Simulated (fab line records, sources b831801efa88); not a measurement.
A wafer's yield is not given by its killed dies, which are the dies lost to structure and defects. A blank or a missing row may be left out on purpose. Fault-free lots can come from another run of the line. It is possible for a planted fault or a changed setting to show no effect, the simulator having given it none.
Matching of chambers | flow sky130 | SKY_VIA3_CMP_24 on cmp-01 has 4 sister chambers
The step polishes, stops on SiO2, t overpolish 20 s, target thk 0 nm. 4 wafers are shown with their chamber, then 12 later ones without.

## WAFERS, EACH WITH ITS CHAMBER
wafer  | chamber | motor current A (A)
L090.4 | 1       | 10.4
L092.4 | 0       | 9.7
L092.5 | 2       | 12.3
L092.6 | 3       | 13.7

## WAFERS MISSING THEIR CHAMBER
wafer  | motor current A (A)
L089.2 | 13.7
L089.4 | 11.8
L089.5 | 10.0
L091.1 | 10.2
L091.2 | 13.1
L091.6 | 9.5
L094.1 | 10.4
L094.3 | 10.1
L094.6 | 12.9
L097.1 | 9.4
L097.2 | 12.7
L097.5 | 9.7

## THE CHAMBER EACH PASSED THROUGH
wafer  | from the rows above     | in truth
L089.2 | 3                       | 3
L089.4 | 2                       | 2
L089.5 | can't be placed: 0 or 1 | 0
L091.1 | can't be placed: 1 or 0 | 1
L091.2 | can't be placed: 3 or 2 | 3
L091.6 | can't be placed: 0 or 1 | 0
L094.1 | can't be placed: 1 or 0 | 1
L094.3 | can't be placed: 1 or 0 | 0
L094.6 | can't be placed: 2 or 3 | 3
L097.1 | can't be placed: 0 or 1 | 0
L097.2 | can't be placed: 2 or 3 | 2
L097.5 | can't be placed: 0 or 1 | 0
Placed correctly: 2 of 12. Not placeable from these rows: 10 (in 10, the candidates include the true chamber). Wrongly placed: 0.
How it was worked out, from the rows above alone: a wafer's distance from a chamber is the root of the sum, over the readings, of the square of ((its reading less the chamber's mean) divided by the reading's scatter). The wafer belongs to the nearest chamber; if the next one is less than 2 further off, it can't be placed. The mean given for a chamber averages the wafers shown for that chamber. The scatter (one wafer shown for each chamber): square how far every hidden wafer sits from the nearest shown wafer, average those squares and take the square root.
